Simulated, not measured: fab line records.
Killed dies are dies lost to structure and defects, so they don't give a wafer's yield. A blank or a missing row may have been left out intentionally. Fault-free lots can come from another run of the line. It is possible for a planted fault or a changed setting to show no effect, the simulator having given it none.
Which tool was responsible? -- flow gf180mcu -- 12 lots (36 wafers sampled), 1 step of a 602-step route

WHAT THE GAUGES READ, wafer by wafer
GF_V3_RS_MEAS_24: measurement is done with a four-point probe. Usual: V3_W_RS 0.3299 ohm/sq, standard deviation 0.0026.
lot,measured,on,V3_W_RS (ohm/sq),flag
L254,day 22 03:36,filmMetro-03,0.3290 0.3338 0.3290,
L255,day 22 15:00,filmMetro-03,0.3298 0.3343 0.3323,
L256,day 23 02:17,filmMetro-02,0.3296 0.3303 0.3278,
L257,day 23 09:07,filmMetro-01,0.3269 0.3278 0.3287,
L258,day 23 20:50,filmMetro-03,0.3291 0.3254 0.3286,
L262,day 25 05:02,filmMetro-03,0.3283 0.3293 0.3258,
L265,day 26 08:04,filmMetro-01,0.3256 0.3255 0.3271,
L267,day 26 21:46,filmMetro-03,0.3323 0.3320 0.3319,
L269,day 27 17:56,filmMetro-03,0.3289 0.3311 0.3279,
L271,day 28 09:07,filmMetro-03,0.3255 0.3268 0.3263,
L272,day 28 15:53,filmMetro-03,0.3264 0.3288 0.3303,
L273,day 28 16:18,filmMetro-02,0.3283 0.3293 0.3305,

TOOL THAT RAN EACH LOT (tool first, then ch and the chambers of the sampled wafers, then the start)
Record: no process step prior to these readings.

WHAT THE TOOLS THEMSELVES READ (means of the sampled wafers that have a number; where no wafer has one, the mark that the record gives instead)
The record holds no such reading with a usual standard deviation.

THE ANSWER, worked out from the rows above alone
Rule: a lot is off if the mean of its wafers that have a number lies more than 3 standard deviations from the usual mean. A lot without any number at a reading at which 4 lots or more have one is off too. All remaining lots with rows at the step are treated as sound. After the gauges, taken in route order, come the tools' own readings; for these a lot's mean is taken, as printed above. At the first step where some lot is off, the reading lying furthest off is the one used; lots without a number count as furthest.
No lot is off at any reading shown: from this, nothing can be told.

WHAT THE SIMULATOR PUT IN
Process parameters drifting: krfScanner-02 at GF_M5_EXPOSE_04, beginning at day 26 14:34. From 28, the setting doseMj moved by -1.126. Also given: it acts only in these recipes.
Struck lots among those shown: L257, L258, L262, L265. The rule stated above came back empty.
